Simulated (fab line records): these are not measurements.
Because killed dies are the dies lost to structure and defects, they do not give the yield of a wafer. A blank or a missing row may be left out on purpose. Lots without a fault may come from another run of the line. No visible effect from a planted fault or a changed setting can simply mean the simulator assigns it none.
Comparing a struck lot with a sound one    flow gf180mcu    13 out of 602 route steps
Sound: these wafers, L617.2, L617.3, L617.6. Wafers L611.1, L611.4, L611.5 were the ones struck. The cause is named last.
Each step with rows lists, per side, the tool, then ch with its chambers, then its first start. Under that, the readings that differ: sound wafers    struck wafers    difference of the means    sigmas: that difference in standard deviations of wafers without a fault.
alike: readings whose means differ by less than 2 such deviations, and words and numbers that are the same on both sides. not compared: withheld readings, readings that some wafer has no value for, bounds like >300 that may hide the same value, and numbers for which the record gives no deviation and whose values overlap.
Wherever a step has rows on one side only, a row that says differs or no value, or a row with sigmas, the two part there. Non-overlapping numbers with no deviation appear without sigmas and do not part them. Lack of a reading on every wafer of one side parts them only where that side has two or more wafers.

GF_V5_CD_MEAS_14: target cd 260 nm.
  struck on cdSem-02, day 30 06:14; sound on cdSem-01, day 31 14:11
  alike: cdNm
GF_V5_OVL_MEAS_15:
  struck on overlay-01, day 30 06:21; sound on overlay-02, day 31 14:17
  alike: V5_OVL
then, 1 step without rows for these wafers: GF_V5_ETCH_16 (etches BARC in N2/H2).
GF_V5_ETCH_17: etches SiO2 in C4F8/O2/Ar, stops on TiN, target depth 855 nm.
  sound on rieDiel-04 ch 1,2,3; struck on rieDiel-03 ch 0,2
  alike: oesProductAu
GF_V5_STRIP_18: strips in O2/N2.
  sound on plasmaAsher-03 ch 1, day 31 14:28; struck on plasmaAsher-03 ch 0,1, day 30 06:32
  alike: drypumpMotorCurrentA, heaterPowerW, oesProductAu
  not compared: rfHoursCounterH
then, 2 steps without rows for these wafers: GF_V5_STRIP_19 (strips in post etch residue remover, time 1200 s); GF_V5_CLEAN_20 (cleans in DIW).
GF_V5_SPUTTER_21: material Ti, target thk 15 nm, time 80.02 s.
  struck on pvdSputter-04, day 30 07:05; sound on pvdSputter-04, day 31 15:00
  alike: throttleValvePct
GF_V5_SPUTTER_22: material TiN, target thk 10 nm, time 40 s.
  struck on pvdSputter-04, day 30 07:08; sound on pvdSputter-04, day 31 15:04
  alike: throttleValvePct
GF_V5_CVD_23: deposits W, target thk 350 nm, time 104.9 s.
  sound on cvdW-02 ch 0,1, day 31 15:06; struck on cvdW-01 ch 0,1, day 30 07:11
  alike: heaterPowerOuterW, heaterPowerW
  not compared: sinceWetCleanH
GF_V5_RS_MEAS_24: the measuring method here is four-point-probe.
  struck on filmMetro-01, day 30 07:18; sound on filmMetro-02, day 31 15:14
reading           sound              struck             difference  sigmas
V5_W_RS (ohm/sq)  0.330 0.332 0.329  0.319 0.320 0.324  -0.009      -2
GF_V5_THK_MEAS_25: measures by xrf.
  struck on filmMetro-01, day 30 07:25; sound on filmMetro-02, day 31 15:21
  alike: V5_W_THK
GF_V5_CMP_26: polishes, stops on SiO2, t overpolish 15 s, target thk 0 nm.
  sound on cmp-01 ch 0,1,3, day 31 15:24; struck on cmp-02 ch 0,2,3, day 30 07:29
  no value came back on the struck wafers for any of 6 readings (edgeZonePressureFrac, headPressurePsi (psi) and others); on the sound wafers edgeZonePressureFrac reads 0.999 1.007 0.994
reading                          sound  struck             difference  sigmas
model.W_of_V5_CVD_23.thkNm (nm)  0 0 0  359.2 357.4 352.7  +356.4      

## WHERE THEY PART
Earliest at GF_V5_RS_MEAS_24; latest, in this record, at GF_V5_CMP_26.

WHY: what the simulator had put in
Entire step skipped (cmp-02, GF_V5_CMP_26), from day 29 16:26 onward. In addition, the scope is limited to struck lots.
